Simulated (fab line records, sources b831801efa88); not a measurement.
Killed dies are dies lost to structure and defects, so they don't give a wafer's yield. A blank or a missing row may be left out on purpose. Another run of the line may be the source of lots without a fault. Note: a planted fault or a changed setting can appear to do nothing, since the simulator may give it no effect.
Matching of chambers || flow sfq-line || SFQ_TRILAYER_I7_VIA_ETCH_VIA_ETCH_190 on rie-diel-04 has 4 sister chambers
The step etches SiO2 in CHF3, stops on Nb, target depth 260 nm. 4 wafers are shown with their chamber, then 8 later ones without.

## WAFERS PAIRED WITH THEIR CHAMBERS
{"wafer": "L254.1", "chamber": 3, "bias-w (W)": 79.52}
{"wafer": "L254.3", "chamber": 1, "bias-w (W)": 80.05}
{"wafer": "L254.4", "chamber": 0, "bias-w (W)": 80.11}
{"wafer": "L256.1", "chamber": 2, "bias-w (W)": 80.07}

## WAFERS MISSING THEIR CHAMBER
{"wafer": "L256.4", "bias-w (W)": 79.59}
{"wafer": "L256.5", "bias-w (W)": 79.79}
{"wafer": "L257.2", "bias-w (W)": 80.11}
{"wafer": "L257.3", "bias-w (W)": 80.19}
{"wafer": "L257.4", "bias-w (W)": 80.04}
{"wafer": "L259.1", "bias-w (W)": 80.27}
{"wafer": "L259.3", "bias-w (W)": 79.96}
{"wafer": "L259.6", "bias-w (W)": 79.92}

## EACH ONE'S CHAMBER
{"wafer": "L256.4", "from the rows above": 3, "in truth": 3}
{"wafer": "L256.5", "from the rows above": "can't be placed: 1 or 3 or 2 or 0", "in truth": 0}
{"wafer": "L257.2", "from the rows above": "can't be placed: 0 or 2 or 1", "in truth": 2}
{"wafer": "L257.3", "from the rows above": "can't be placed: 0 or 2 or 1", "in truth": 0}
{"wafer": "L257.4", "from the rows above": "can't be placed: 1 or 2 or 0", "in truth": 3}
{"wafer": "L259.1", "from the rows above": "can't be placed: 0 or 2 or 1", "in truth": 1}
{"wafer": "L259.3", "from the rows above": "can't be placed: 1 or 2 or 0", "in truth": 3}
{"wafer": "L259.6", "from the rows above": "can't be placed: 1 or 2 or 0", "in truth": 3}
1 of 8 placed correctly. Cannot be placed on the basis of these rows: 7; the candidates contain the true chamber in 4. Number placed wrongly: 0.
How it was worked out, from the rows above alone: a wafer's distance from a chamber is the root of the sum, over the readings, of the square of ((its reading less the chamber's mean) divided by the reading's scatter). The wafer belongs to the nearest chamber; if the next one is less than 2 further off, it can't be placed. For every chamber, the mean is computed from those of its wafers that are shown. The scatter: root of mean squared gap, hidden wafer to nearest shown wafer, with one shown wafer a chamber.
